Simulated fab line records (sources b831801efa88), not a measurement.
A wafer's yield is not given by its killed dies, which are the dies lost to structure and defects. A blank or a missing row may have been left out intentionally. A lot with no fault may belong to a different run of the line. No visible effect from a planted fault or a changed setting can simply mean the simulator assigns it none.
2 desks, one fault / flow gf180mcu / every desk sees just its own numbers, and what lay behind them comes last

## AT THE METROLOGY DESK
Means of the sampled wafers that have a number, per lot and without regard to the tool the lot ran on: this is what the gauges read. Marked OUT: a lot whose mean sits more than 4 standard deviations from the usual mean, which makes it out of limits; the brackets give that distance.
Columns: A = cdNm at GF_SAB_CD_MEAS_09, usual 419.8 nm; B = SAB_OVL at GF_SAB_OVL_MEAS_10, usual 0.9 nm; C = SALICIDE_TIN_RS at GF_SALICIDE_RS_MEAS_04, usual 16.21 ohm/sq
lot=L792; first seen here=day 16 11:30; A=422.8; B=0.7; C=16.05
lot=L799; first seen here=day 19 01:06; A=423.3; B=1.3; C=16.03
lot=L804; first seen here=day 20 15:54; A=419.5; B=-0.6; C=16.15
lot=L809; first seen here=day 22 09:42; A=417.1; B=0.6; C=16.26
lot=L812; first seen here=day 23 04:25; A=421.4; B=-0.2; C=16.58
This desk's verdict: no lot among the 5 shows anything out of limits.

## TOOL OWNER'S DESK, pvdSputter-03
The tool's own readings at GF_SALICIDE_SPUTTER_03 (material TiN, target thk 20 nm, time 16.7 s): means of the sampled wafers that have a number, for each lot that ran on this tool. Marked OUT: a lot whose mean sits more than 4 standard deviations from the usual mean, which makes it out of limits; the brackets give that distance.
Columns: A = throttleValvePct at GF_SALICIDE_SPUTTER_03, usual 30.2 %
lot=L799; first seen here=day 19 01:37; A=30.7
lot=L809; first seen here=day 22 10:14; A=30.9
lot=L812; first seen here=day 23 04:55; A=30.6
This desk's verdict: no lot among the 3 shows anything out of limits.

## TAKEN TOGETHER
The metrology desk saw nothing out of limits.
The desk of the tool owner found nothing out of limits.

## WHAT THE SIMULATOR PUT IN
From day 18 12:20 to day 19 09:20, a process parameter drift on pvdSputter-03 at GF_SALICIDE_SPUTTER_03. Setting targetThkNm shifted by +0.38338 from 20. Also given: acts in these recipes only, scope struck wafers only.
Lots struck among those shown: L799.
